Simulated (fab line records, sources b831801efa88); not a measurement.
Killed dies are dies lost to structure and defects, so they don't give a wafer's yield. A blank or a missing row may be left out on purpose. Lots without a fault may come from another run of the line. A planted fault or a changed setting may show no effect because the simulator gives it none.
Tool commonality check | flow gf180mcu | 14 lots, 48 wafers sampled

WHY IT WAS OPENED
At GF_STI_THK_MEAS_30 the reading STI_OXIDATION_02_THK is flagged on 2 of 14 lots. Wafers without a fault read 9.94 nm, standard deviation 0.18.
Rule: a lot is flagged when every wafer of it that has a number lies more than 4 standard deviations from that mean, or none has a number. The other lots count as sound.

lot  | measured    | on            | STI_OXIDATION_02_THK (nm), wafer by wafer | flag
L239 | day 2 06:01 | film_metro-03 | 9.86 9.82 9.94                            |
L241 | day 2 18:47 | film_metro-01 | 9.82 9.81 9.94                            |
L242 | day 3 01:03 | film_metro-03 | 9.95 10.03 10.14                          |
L243 | day 3 02:42 | film_metro-02 | 9.86 9.63 9.59                            |
L244 | day 3 09:24 | film_metro-02 | 10.28 10.27 10.28                         |
L245 | day 3 15:52 | film_metro-01 | 10.13 10.16 10.41                         |
L246 | day 3 18:00 | film_metro-03 | 9.92 10.08 10.00                          |
L247 | day 3 23:22 | film_metro-03 | 9.69 9.89 10.05                           |
L250 | day 4 17:10 | film_metro-01 | 9.86 9.63 10.04                           |
L252 | day 5 01:56 | film_metro-01 | 9.37 9.73 9.52                            |
L253 | day 5 08:10 | film_metro-01 | 9.83 9.87 9.72                            |
L259 | day 6 13:55 | film_metro-03 | 15.50 15.45 15.58 15.58 15.48 15.58       | FLAGGED
L261 | day 7 01:40 | film_metro-01 | 15.58 15.62 15.48 15.60 15.59 15.44       | FLAGGED
L262 | day 7 04:15 | film_metro-03 | 10.13 9.78 10.10                          |
The numbers of the flagged lots are 15.54 nm on average: +5.60 nm against the usual, or +31 standard deviations.

WHICH TOOL RAN EACH LOT
The record holds 1 process step before the reading, out of a route of 602 steps. In each cell: the tool, then ch and the chambers that the sampled wafers went through, then the start.
lot  | flag    | GF_STI_OXIDATION_29
L239 |         | furnace-02 ch 0, day 2 04:38
L241 |         | furnace-01 ch 0, day 2 17:23
L242 |         | furnace-02 ch 0, day 2 23:38
L243 |         | furnace-01 ch 0, day 3 01:18
L244 |         | furnace-02 ch 0, day 3 08:00
L245 |         | furnace-01 ch 0, day 3 14:28
L246 |         | furnace-02 ch 0, day 3 16:36
L247 |         | furnace-01 ch 0, day 3 21:57
L250 |         | furnace-01 ch 0, day 4 15:46
L252 |         | furnace-02 ch 0, day 5 00:32
L253 |         | furnace-02 ch 0, day 5 06:46
L259 | FLAGGED | furnace-01 ch 0, day 6 12:31
L261 | FLAGGED | furnace-01 ch 0, day 7 00:15
L262 |         | furnace-02 ch 0, day 7 02:50
What these steps do:
- GF_STI_OXIDATION_29: stabilise 600 s, purge 300 s, target thk 10 nm.
- GF_STI_THK_MEAS_30

FLAGGED OVER TOTAL, TOOL BY TOOL (the gauges that took the reading come last)
step                | tool          | lots run | flagged | share of the flagged lots | sound lots run after its first flagged lot
GF_STI_OXIDATION_29 | furnace-01    | 7        | 2       | all                       | 0
GF_STI_OXIDATION_29 | furnace-02    | 7        | 0       | none                      | -
GF_STI_THK_MEAS_30  | film_metro-01 | 6        | 1       | some                      | 0
GF_STI_THK_MEAS_30  | film_metro-02 | 2        | 0       | none                      | -
GF_STI_THK_MEAS_30  | film_metro-03 | 6        | 1       | some                      | 1 (L262)

WHAT THE TABLE ALLOWS
1 row of the table ran every flagged lot: furnace-01 at GF_STI_OXIDATION_29.
- furnace-01 at GF_STI_OXIDATION_29: 2 of its 7 lots flagged. Its last sound lot is L250 (day 4 15:46), its first flagged lot L259 (day 6 12:31): a fault that began between those two fits.
One tool is left: furnace-01 at GF_STI_OXIDATION_29.

WHAT THE SIMULATOR HAD PUT IN
Process parameter drift: furnace-01, from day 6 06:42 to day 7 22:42, at GF_STI_OXIDATION_29. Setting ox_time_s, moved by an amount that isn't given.
Lots struck among those shown: L259, L261. The rule above found the same.
